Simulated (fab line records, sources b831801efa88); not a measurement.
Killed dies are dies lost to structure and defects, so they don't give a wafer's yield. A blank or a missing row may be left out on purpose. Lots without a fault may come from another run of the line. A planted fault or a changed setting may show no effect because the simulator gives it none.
Chamber matching | flow sky130 | SKY_PASSIVATION_CVD_00 on pecvd-01: 3 sister chambers
The step deposits SiO2, target thk 90 nm. 3 wafers are shown with their chamber, then 7 later ones without.

WAFERS WITH THEIR CHAMBER
wafer  | chamber | heater_power_w (W)
L988.3 | 0       | 641
L992.1 | 2       | 748
L992.2 | 1       | 709

WAFERS WITHOUT THEIR CHAMBER
wafer  | heater_power_w (W)
L992.4 | 588
L102.1 | 662
L102.2 | 792
L102.6 | 822
L104.1 | 814
L104.3 | 715
L104.5 | 830

WHICH CHAMBER EACH WENT THROUGH
wafer  | from the rows above          | in truth
L992.4 | can't be placed: 0 or 1 or 2 | 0
L102.1 | can't be placed: 0 or 1 or 2 | 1
L102.2 | can't be placed: 2 or 1 or 0 | 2
L102.6 | can't be placed: 2 or 1 or 0 | 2
L104.1 | can't be placed: 2 or 1 or 0 | 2
L104.3 | can't be placed: 1 or 2 or 0 | 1
L104.5 | can't be placed: 2 or 1 or 0 | 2
Placed correctly: 0 of 7. Can't be placed from these rows: 7 (the true chamber is among the candidates in 7). Placed wrongly: 0.
How it was worked out, from the rows above alone: a wafer's distance from a chamber is the root of the sum, over the readings, of the square of ((its reading less the chamber's mean) divided by the reading's scatter). The wafer belongs to the nearest chamber; if the next one is less than 2 further off, it can't be placed. A chamber's mean is the mean of its shown wafers. The scatter: with one shown wafer a chamber, the root of the mean of the squares of how far each hidden wafer lies from its nearest shown one.
